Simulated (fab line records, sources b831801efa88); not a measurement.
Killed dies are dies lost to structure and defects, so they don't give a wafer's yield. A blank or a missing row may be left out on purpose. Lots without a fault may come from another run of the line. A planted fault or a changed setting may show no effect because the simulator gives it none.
Chamber matching | flow sfq_line | SFQ_TRILAYER_I0_VIA_ETCH_VIA_ETCH_034 on rie_diel-02: 4 sister chambers
The step etches SiO2 in CHF3, stops on Nb, target depth 260 nm. 4 wafers are shown with their chamber, then 8 later ones without.

WAFERS WITH THEIR CHAMBER
wafer  | chamber | drypump_motor_current_A (A)
L817.4 | 0       | 6.0
L821.1 | 1       | 6.0
L824.4 | 3       | 6.1
L825.3 | 2       | 4.7

WAFERS WITHOUT THEIR CHAMBER
wafer  | drypump_motor_current_A (A)
L825.5 | 4.7
L825.6 | 6.2
L827.1 | 6.0
L827.2 | 4.7
L827.5 | 6.2
L832.2 | 6.2
L832.3 | 6.0
L832.4 | 4.7

WHICH CHAMBER EACH WENT THROUGH
wafer  | from the rows above          | in truth
L825.5 | 2                            | 2
L825.6 | can't be placed: 3 or 0 or 1 | 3
L827.1 | can't be placed: 0 or 1 or 3 | 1
L827.2 | 2                            | 2
L827.5 | can't be placed: 3 or 0 or 1 | 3
L832.2 | can't be placed: 3 or 0 or 1 | 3
L832.3 | can't be placed: 0 or 1 or 3 | 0
L832.4 | 2                            | 2
Placed correctly: 3 of 8. Can't be placed from these rows: 5 (the true chamber is among the candidates in 5). Placed wrongly: 0.
How it was worked out, from the rows above alone: a wafer's distance from a chamber is the root of the sum, over the readings, of the square of ((its reading less the chamber's mean) divided by the reading's scatter). The wafer belongs to the nearest chamber; if the next one is less than 2 further off, it can't be placed. A chamber's mean is the mean of its shown wafers. The scatter: with one shown wafer a chamber, the root of the mean of the squares of how far each hidden wafer lies from its nearest shown one.
